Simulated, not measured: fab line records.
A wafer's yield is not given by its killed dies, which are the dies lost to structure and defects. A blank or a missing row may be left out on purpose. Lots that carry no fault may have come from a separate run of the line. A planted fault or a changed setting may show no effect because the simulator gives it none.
What tool caused it? :: flow sfq-line :: 13 lots, 39 wafers sampled, at 6 steps of a route of 325

## WHAT THE GAUGES SHOWED, per wafer
Not one reading of a measure or inspect step in the record can be checked against a usual standard deviation.

## TOOL THAT RAN EACH LOT (tool first, then ch and the chambers of the sampled wafers, then the start)
lot: L143
SFQ_TRILAYER_M1_BARC_OPEN_METAL_ETCH_054: rie-metal-03 ch 1, day 18 03:55
SFQ_TRILAYER_M1_STRIP_STRIP_043: rie-metal-03 ch 1, day 18 04:17
SFQ_TRILAYER_M3_STRIP_STRIP_079: rie-metal-04 ch 0,1, day 43 10:01
SFQ_TRILAYER_I3_CMP_CMP_082: cmp-02 ch 1,2,3, day 43 11:22
SFQ_TRILAYER_I3_METRO_MEASURE_083: film-metro-03, day 43 13:59
SFQ_TRILAYER_I3_VIA_ETCH_VIA_ETCH_088: rie-diel-03 ch 1,2, day 43 17:35

lot: L144
SFQ_TRILAYER_M1_BARC_OPEN_METAL_ETCH_054: rie-metal-02 ch 0,1, day 18 06:19
SFQ_TRILAYER_M1_STRIP_STRIP_043: rie-metal-02 ch 0,1, day 18 06:29
SFQ_TRILAYER_M3_STRIP_STRIP_079: rie-metal-04 ch 0,1, day 43 12:25
SFQ_TRILAYER_I3_CMP_CMP_082: cmp-01 ch 0,2, day 43 13:46
SFQ_TRILAYER_I3_METRO_MEASURE_083: film-metro-02, day 43 16:35
SFQ_TRILAYER_I3_VIA_ETCH_VIA_ETCH_088: rie-diel-03 ch 1,2,3, day 43 19:54

lot: L145
SFQ_TRILAYER_M1_BARC_OPEN_METAL_ETCH_054: rie-metal-02 ch 0,1, day 19 00:46
SFQ_TRILAYER_M1_STRIP_STRIP_043: rie-metal-02 ch 0,1, day 19 00:57
SFQ_TRILAYER_M3_STRIP_STRIP_079: rie-metal-02 ch 0,1, day 44 05:13
SFQ_TRILAYER_I3_CMP_CMP_082: cmp-01 ch 0,1,3, day 44 07:04
SFQ_TRILAYER_I3_METRO_MEASURE_083: film-metro-03, day 44 09:23
SFQ_TRILAYER_I3_VIA_ETCH_VIA_ETCH_088: rie-diel-03 ch 0,2,3, day 44 14:35

lot: L147
SFQ_TRILAYER_M1_BARC_OPEN_METAL_ETCH_054: rie-metal-03 ch 0,1, day 20 09:08
SFQ_TRILAYER_M1_STRIP_STRIP_043: rie-metal-03 ch 0,1, day 20 09:19
SFQ_TRILAYER_M3_STRIP_STRIP_079: rie-metal-02 ch 0,1, day 45 16:08
SFQ_TRILAYER_I3_CMP_CMP_082: cmp-02 ch 0,1,2, day 45 20:46
SFQ_TRILAYER_I3_METRO_MEASURE_083: film-metro-01, day 46 00:07
SFQ_TRILAYER_I3_VIA_ETCH_VIA_ETCH_088: rie-diel-02 ch 0,2,3, day 46 03:55

lot: L148
SFQ_TRILAYER_M1_BARC_OPEN_METAL_ETCH_054: rie-metal-03 ch 0, day 20 16:20
SFQ_TRILAYER_M1_STRIP_STRIP_043: rie-metal-03 ch 0, day 20 16:31
SFQ_TRILAYER_M3_STRIP_STRIP_079: rie-metal-02 ch 0,1, day 45 19:44
SFQ_TRILAYER_I3_CMP_CMP_082: cmp-02 ch 1,3, day 46 00:00
SFQ_TRILAYER_I3_METRO_MEASURE_083: film-metro-02, day 46 03:19
SFQ_TRILAYER_I3_VIA_ETCH_VIA_ETCH_088: rie-diel-04 ch 0,1,3, day 46 06:38

lot: L149
SFQ_TRILAYER_M1_BARC_OPEN_METAL_ETCH_054: rie-metal-03 ch 0,1, day 21 12:51
SFQ_TRILAYER_M1_STRIP_STRIP_043: rie-metal-03 ch 0,1, day 21 13:02
SFQ_TRILAYER_M3_STRIP_STRIP_079: rie-metal-04 ch 0, day 46 13:44
SFQ_TRILAYER_I3_CMP_CMP_082: cmp-01 ch 1,2, day 46 16:53
SFQ_TRILAYER_I3_METRO_MEASURE_083: film-metro-02, day 46 19:42
SFQ_TRILAYER_I3_VIA_ETCH_VIA_ETCH_088: rie-diel-02 ch 2,3, day 52 12:42

lot: L150
SFQ_TRILAYER_M1_BARC_OPEN_METAL_ETCH_054: rie-metal-04 ch 0,1, day 21 14:04
SFQ_TRILAYER_M1_STRIP_STRIP_043: rie-metal-04 ch 0,1, day 21 14:26
SFQ_TRILAYER_M3_STRIP_STRIP_079: rie-metal-04 ch 0,1, day 46 18:44
SFQ_TRILAYER_I3_CMP_CMP_082: cmp-02 ch 1,2,3, day 47 00:18
SFQ_TRILAYER_I3_METRO_MEASURE_083: film-metro-02, day 47 02:49
SFQ_TRILAYER_I3_VIA_ETCH_VIA_ETCH_088: rie-diel-03 ch 0,1, day 52 18:42

lot: L152
SFQ_TRILAYER_M1_BARC_OPEN_METAL_ETCH_054: rie-metal-04 ch 0,1, day 21 23:40
SFQ_TRILAYER_M1_STRIP_STRIP_043: rie-metal-04 ch 0,1, day 22 00:02
SFQ_TRILAYER_M3_STRIP_STRIP_079: rie-metal-02 ch 0,1, day 47 03:19
SFQ_TRILAYER_I3_CMP_CMP_082: cmp-01 ch 0,2, day 47 13:23
SFQ_TRILAYER_I3_METRO_MEASURE_083: film-metro-01, day 47 16:55
SFQ_TRILAYER_I3_VIA_ETCH_VIA_ETCH_088: rie-diel-04 ch 0,1, day 53 01:54

lot: L153
SFQ_TRILAYER_M1_BARC_OPEN_METAL_ETCH_054: rie-metal-03 ch 0,1, day 22 06:51
SFQ_TRILAYER_M1_STRIP_STRIP_043: rie-metal-03 ch 0,1, day 22 07:02
SFQ_TRILAYER_M3_STRIP_STRIP_079: rie-metal-02 ch 0,1, day 47 09:07
SFQ_TRILAYER_I3_CMP_CMP_082: cmp-01 ch 0,1,3, day 47 19:53
SFQ_TRILAYER_I3_METRO_MEASURE_083: film-metro-02, day 47 22:31
SFQ_TRILAYER_I3_VIA_ETCH_VIA_ETCH_088: rie-diel-03 ch 0,2, day 53 09:06

lot: L154
SFQ_TRILAYER_M1_BARC_OPEN_METAL_ETCH_054: rie-metal-04 ch 0, day 22 14:03
SFQ_TRILAYER_M1_STRIP_STRIP_043: rie-metal-04 ch 0, day 22 14:25
SFQ_TRILAYER_M3_STRIP_STRIP_079: rie-metal-02 ch 0,1, day 47 12:43
SFQ_TRILAYER_I3_CMP_CMP_082: cmp-02 ch 1,2,3, day 48 00:18
SFQ_TRILAYER_I3_METRO_MEASURE_083: film-metro-02, day 48 02:25
SFQ_TRILAYER_I3_VIA_ETCH_VIA_ETCH_088: rie-diel-04 ch 0,1,3, day 53 12:42

lot: L162
SFQ_TRILAYER_M1_BARC_OPEN_METAL_ETCH_054: rie-metal-02 ch 0,1, day 32 04:46
SFQ_TRILAYER_M1_STRIP_STRIP_043: rie-metal-02 ch 0,1, day 32 04:57
SFQ_TRILAYER_M3_STRIP_STRIP_079: rie-metal-02 ch 0,1, day 50 16:34
SFQ_TRILAYER_I3_CMP_CMP_082: cmp-01 ch 0,2,3, day 50 22:38
SFQ_TRILAYER_I3_METRO_MEASURE_083: film-metro-01, day 51 01:27
SFQ_TRILAYER_I3_VIA_ETCH_VIA_ETCH_088: rie-diel-02 ch 0,1,3, day 56 04:18

lot: L163
SFQ_TRILAYER_M1_BARC_OPEN_METAL_ETCH_054: rie-metal-03 ch 0,1, day 32 11:29
SFQ_TRILAYER_M1_STRIP_STRIP_043: rie-metal-03 ch 0,1, day 32 11:40
SFQ_TRILAYER_M3_STRIP_STRIP_079: rie-metal-02 ch 0,1, day 50 20:10
SFQ_TRILAYER_I3_CMP_CMP_082: cmp-01 ch 1,2,3, day 51 01:38
SFQ_TRILAYER_I3_METRO_MEASURE_083: film-metro-03, day 51 04:15
SFQ_TRILAYER_I3_VIA_ETCH_VIA_ETCH_088: rie-diel-03 ch 0,3, day 56 05:30

lot: L165
SFQ_TRILAYER_M1_BARC_OPEN_METAL_ETCH_054: rie-metal-04 ch 0,1, day 32 19:53
SFQ_TRILAYER_M1_STRIP_STRIP_043: rie-metal-04 ch 0,1, day 32 20:04
SFQ_TRILAYER_M3_STRIP_STRIP_079: rie-metal-04 ch 0,1, day 51 05:46
SFQ_TRILAYER_I3_CMP_CMP_082: cmp-02 ch 0,2,3, day 51 09:48
SFQ_TRILAYER_I3_METRO_MEASURE_083: film-metro-02, day 51 11:37
SFQ_TRILAYER_I3_VIA_ETCH_VIA_ETCH_088: rie-diel-02 ch 0,1,3, day 56 15:02
- SFQ_TRILAYER_M1_BARC_OPEN_METAL_ETCH_054: etches BARC in O2, target depth 125 nm, time 41.7 s.
- SFQ_TRILAYER_M1_STRIP_STRIP_043: strips in O2.
- SFQ_TRILAYER_M3_STRIP_STRIP_079: strips in O2.
- SFQ_TRILAYER_I3_CMP_CMP_082: polishes SiO2.
- SFQ_TRILAYER_I3_METRO_MEASURE_083
- SFQ_TRILAYER_I3_VIA_ETCH_VIA_ETCH_088: etches SiO2 in CHF3, stops on Nb, target depth 260 nm.

## WHAT THE TOOLS THEMSELVES READ (means of the sampled wafers that have a number; where no wafer has one, the mark that the record gives instead)
SFQ_TRILAYER_M1_BARC_OPEN_METAL_ETCH_054. Usual: drypump-motor-current-A 5.7 A, standard deviation 0.33; oes-product-au 0.686 a.u., standard deviation 0.0049; rf-fwd-power-W 594 W, standard deviation 3.2.
lot: L143
tool: rie-metal-03
drypump-motor-current-A (A): 5.9
oes-product-au (a.u.): 0.684
rf-fwd-power-W (W): 592
flag: 

lot: L144
tool: rie-metal-02
drypump-motor-current-A (A): 5.7
oes-product-au (a.u.): 0.686
rf-fwd-power-W (W): 591
flag: 

lot: L145
tool: rie-metal-02
drypump-motor-current-A (A): 5.7
oes-product-au (a.u.): 0.688
rf-fwd-power-W (W): 589
flag: 

lot: L147
tool: rie-metal-03
drypump-motor-current-A (A): 5.9
oes-product-au (a.u.): 0.690
rf-fwd-power-W (W): 594
flag: 

lot: L148
tool: rie-metal-03
drypump-motor-current-A (A): 5.9
oes-product-au (a.u.): 0.692
rf-fwd-power-W (W): 596
flag: 

lot: L149
tool: rie-metal-03
drypump-motor-current-A (A): 5.9
oes-product-au (a.u.): 0.687
rf-fwd-power-W (W): 594
flag: 

lot: L150
tool: rie-metal-04
drypump-motor-current-A (A): 5.5
oes-product-au (a.u.): 0.679
rf-fwd-power-W (W): 595
flag: 

lot: L152
tool: rie-metal-04
drypump-motor-current-A (A): 5.5
oes-product-au (a.u.): 0.687
rf-fwd-power-W (W): 595
flag: 

lot: L153
tool: rie-metal-03
drypump-motor-current-A (A): 5.9
oes-product-au (a.u.): 0.681
rf-fwd-power-W (W): 595
flag: 

lot: L154
tool: rie-metal-04
drypump-motor-current-A (A): 5.0
oes-product-au (a.u.): 0.685
rf-fwd-power-W (W): 595
flag: 

lot: L162
tool: rie-metal-02
drypump-motor-current-A (A): 5.6
oes-product-au (a.u.): 0.686
rf-fwd-power-W (W): 594
flag: 

lot: L163
tool: rie-metal-03
drypump-motor-current-A (A): 6.0
oes-product-au (a.u.): 0.684
rf-fwd-power-W (W): 594
flag: 

lot: L165
tool: rie-metal-04
drypump-motor-current-A (A): 5.5
oes-product-au (a.u.): 0.691
rf-fwd-power-W (W): 595
flag: 

SFQ_TRILAYER_M1_STRIP_STRIP_043. Usual: drypump-motor-current-A 5.7 A, standard deviation 0.33; oes-product-au 0.998 a.u., standard deviation 0.011.
lot: L143
tool: rie-metal-03
drypump-motor-current-A (A): 6.0
oes-product-au (a.u.): 1.016
flag: 

lot: L144
tool: rie-metal-02
drypump-motor-current-A (A): 5.7
oes-product-au (a.u.): 0.990
flag: 

lot: L145
tool: rie-metal-02
drypump-motor-current-A (A): 5.7
oes-product-au (a.u.): 0.988
flag: 

lot: L147
tool: rie-metal-03
drypump-motor-current-A (A): 5.9
oes-product-au (a.u.): 0.994
flag: 

lot: L148
tool: rie-metal-03
drypump-motor-current-A (A): 5.9
oes-product-au (a.u.): 0.993
flag: 

lot: L149
tool: rie-metal-03
drypump-motor-current-A (A): 6.0
oes-product-au (a.u.): 1.005
flag: 

lot: L150
tool: rie-metal-04
drypump-motor-current-A (A): 5.5
oes-product-au (a.u.): 0.989
flag: 

lot: L152
tool: rie-metal-04
drypump-motor-current-A (A): 5.5
oes-product-au (a.u.): 1.000
flag: 

lot: L153
tool: rie-metal-03
drypump-motor-current-A (A): 5.9
oes-product-au (a.u.): 1.001
flag: 

lot: L154
tool: rie-metal-04
drypump-motor-current-A (A): 5.0
oes-product-au (a.u.): 1.002
flag: 

lot: L162
tool: rie-metal-02
drypump-motor-current-A (A): 5.7
oes-product-au (a.u.): 0.994
flag: 

lot: L163
tool: rie-metal-03
drypump-motor-current-A (A): 6.0
oes-product-au (a.u.): 0.988
flag: 

lot: L165
tool: rie-metal-04
drypump-motor-current-A (A): 5.5
oes-product-au (a.u.): 1.007
flag: 

SFQ_TRILAYER_M3_STRIP_STRIP_079. Usual: drypump-motor-current-A 5.63 A, standard deviation 0.29; oes-product-au 1.000 a.u., standard deviation 0.012.
lot: L143
tool: rie-metal-04
drypump-motor-current-A (A): 5.56
oes-product-au (a.u.): 1.002
flag: 

lot: L144
tool: rie-metal-04
drypump-motor-current-A (A): 5.28
oes-product-au (a.u.): 1.006
flag: 

lot: L145
tool: rie-metal-02
drypump-motor-current-A (A): 5.70
oes-product-au (a.u.): 0.988
flag: 

lot: L147
tool: rie-metal-02
drypump-motor-current-A (A): 5.68
oes-product-au (a.u.): 1.000
flag: 

lot: L148
tool: rie-metal-02
drypump-motor-current-A (A): 5.67
oes-product-au (a.u.): 0.989
flag: 

lot: L149
tool: rie-metal-04
drypump-motor-current-A (A): 5.02
oes-product-au (a.u.): 1.018
flag: 

lot: L150
tool: rie-metal-04
drypump-motor-current-A (A): 5.57
oes-product-au (a.u.): 1.008
flag: 

lot: L152
tool: rie-metal-02
drypump-motor-current-A (A): 5.72
oes-product-au (a.u.): 0.998
flag: 

lot: L153
tool: rie-metal-02
drypump-motor-current-A (A): 5.66
oes-product-au (a.u.): 0.991
flag: 

lot: L154
tool: rie-metal-02
drypump-motor-current-A (A): 5.70
oes-product-au (a.u.): 0.994
flag: 

lot: L162
tool: rie-metal-02
drypump-motor-current-A (A): 5.72
oes-product-au (a.u.): 0.986
flag: 

lot: L163
tool: rie-metal-02
drypump-motor-current-A (A): 5.66
oes-product-au (a.u.): 0.995
flag: 

lot: L165
tool: rie-metal-04
drypump-motor-current-A (A): 5.29
oes-product-au (a.u.): 1.016
flag: 

SFQ_TRILAYER_I3_CMP_CMP_082. Usual: motor-current-A 10.0 A, standard deviation 1.5; time-to-endpoint-s 218 s, standard deviation 7.1.
lot: L143
tool: cmp-02
motor-current-A (A): 10.2
time-to-endpoint-s (s): 216
flag: 

lot: L144
tool: cmp-01
motor-current-A (A): 8.2
time-to-endpoint-s (s): 207
flag: 

lot: L145
tool: cmp-01
motor-current-A (A): 10.2
time-to-endpoint-s (s): 209
flag: 

lot: L147
tool: cmp-02
motor-current-A (A): 10.3
time-to-endpoint-s (s): 216
flag: 

lot: L148
tool: cmp-02
motor-current-A (A): 10.6
time-to-endpoint-s (s): 215
flag: 

lot: L149
tool: cmp-01
motor-current-A (A): 9.6
time-to-endpoint-s (s): 221
flag: 

lot: L150
tool: cmp-02
motor-current-A (A): 10.0
time-to-endpoint-s (s): 220
flag: 

lot: L152
tool: cmp-01
motor-current-A (A): 8.4
time-to-endpoint-s (s): 213
flag: 

lot: L153
tool: cmp-01
motor-current-A (A): 10.5
time-to-endpoint-s (s): 216
flag: 

lot: L154
tool: cmp-02
motor-current-A (A): 10.0
time-to-endpoint-s (s): 240
flag: OFF

lot: L162
tool: cmp-01
motor-current-A (A): 9.8
time-to-endpoint-s (s): 221
flag: 

lot: L163
tool: cmp-01
motor-current-A (A): 10.1
time-to-endpoint-s (s): 216
flag: 

lot: L165
tool: cmp-02
motor-current-A (A): 9.5
time-to-endpoint-s (s): 222
flag: 

SFQ_TRILAYER_I3_METRO_MEASURE_083. Usual: thk-nm reads 200.3 nm (standard deviation 0.99).
lot: L143
tool: film-metro-03
thk-nm (nm): 200.1
flag: 

lot: L144
tool: film-metro-02
thk-nm (nm): 200.1
flag: 

lot: L145
tool: film-metro-03
thk-nm (nm): 198.9
flag: 

lot: L147
tool: film-metro-01
thk-nm (nm): 199.9
flag: 

lot: L148
tool: film-metro-02
thk-nm (nm): 200.8
flag: 

lot: L149
tool: film-metro-02
thk-nm (nm): 200.2
flag: 

lot: L150
tool: film-metro-02
thk-nm (nm): 200.2
flag: 

lot: L152
tool: film-metro-01
thk-nm (nm): 197.9
flag: 

lot: L153
tool: film-metro-02
thk-nm (nm): 200.2
flag: 

lot: L154
tool: film-metro-02
thk-nm (nm): 236.4
flag: OFF

lot: L162
tool: film-metro-01
thk-nm (nm): 199.5
flag: 

lot: L163
tool: film-metro-03
thk-nm (nm): 200.8
flag: 

lot: L165
tool: film-metro-02
thk-nm (nm): 201.3
flag: 

SFQ_TRILAYER_I3_VIA_ETCH_VIA_ETCH_088. Usual: drypump-motor-current-A 5.7 A, standard deviation 0.49; oes-product-au 0.856 a.u., standard deviation 0.0053; rf-fwd-power-W 498.5 W, standard deviation 1.8.
lot: L143
tool: rie-diel-03
drypump-motor-current-A (A): 5.7
oes-product-au (a.u.): 0.858
rf-fwd-power-W (W): 498.9
flag: 

lot: L144
tool: rie-diel-03
drypump-motor-current-A (A): 6.1
oes-product-au (a.u.): 0.855
rf-fwd-power-W (W): 498.1
flag: 

lot: L145
tool: rie-diel-03
drypump-motor-current-A (A): 6.4
oes-product-au (a.u.): 0.852
rf-fwd-power-W (W): 497.0
flag: 

lot: L147
tool: rie-diel-02
drypump-motor-current-A (A): 5.7
oes-product-au (a.u.): 0.854
rf-fwd-power-W (W): 499.2
flag: 

lot: L148
tool: rie-diel-04
drypump-motor-current-A (A): 5.6
oes-product-au (a.u.): 0.855
rf-fwd-power-W (W): 498.8
flag: 

lot: L149
tool: rie-diel-02
drypump-motor-current-A (A): 5.9
oes-product-au (a.u.): 0.857
rf-fwd-power-W (W): 497.5
flag: 

lot: L150
tool: rie-diel-03
drypump-motor-current-A (A): 5.5
oes-product-au (a.u.): 0.851
rf-fwd-power-W (W): 498.4
flag: 

lot: L152
tool: rie-diel-04
drypump-motor-current-A (A): 5.8
oes-product-au (a.u.): 0.849
rf-fwd-power-W (W): 501.9
flag: 

lot: L153
tool: rie-diel-03
drypump-motor-current-A (A): 6.5
oes-product-au (a.u.): 0.856
rf-fwd-power-W (W): 498.2
flag: 

lot: L154
tool: rie-diel-04
drypump-motor-current-A (A): 5.6
oes-product-au (a.u.): 0.906
rf-fwd-power-W (W): 499.6
flag: OFF

lot: L162
tool: rie-diel-02
drypump-motor-current-A (A): 5.4
oes-product-au (a.u.): 0.857
rf-fwd-power-W (W): 497.8
flag: 

lot: L163
tool: rie-diel-03
drypump-motor-current-A (A): 6.2
oes-product-au (a.u.): 0.856
rf-fwd-power-W (W): 498.0
flag: 

lot: L165
tool: rie-diel-02
drypump-motor-current-A (A): 5.3
oes-product-au (a.u.): 0.859
rf-fwd-power-W (W): 499.6
flag: 

## THE ANSWER, worked out from the rows above alone
Rule: a lot is off if the mean of its wafers that have a number lies more than 3 standard deviations from the usual mean. A lot without any number at a reading at which 4 lots or more have one is off too. All remaining lots with rows at the step are treated as sound. The gauges are gone through in route order, then the tools' own readings, and for those a lot's mean is taken as printed above. At the first step where some lot is off, the reading lying furthest off is the one used; lots without a number count as furthest.
Off, at SFQ_TRILAYER_I3_CMP_CMP_082 on time-to-endpoint-s: L154.
A tool fits if, at that step or a process step before it, it ran every lot that is off, and no sound lot after the first of them. No candidate that was tried fits.

## WHAT THE SIMULATOR HAD INSERTED
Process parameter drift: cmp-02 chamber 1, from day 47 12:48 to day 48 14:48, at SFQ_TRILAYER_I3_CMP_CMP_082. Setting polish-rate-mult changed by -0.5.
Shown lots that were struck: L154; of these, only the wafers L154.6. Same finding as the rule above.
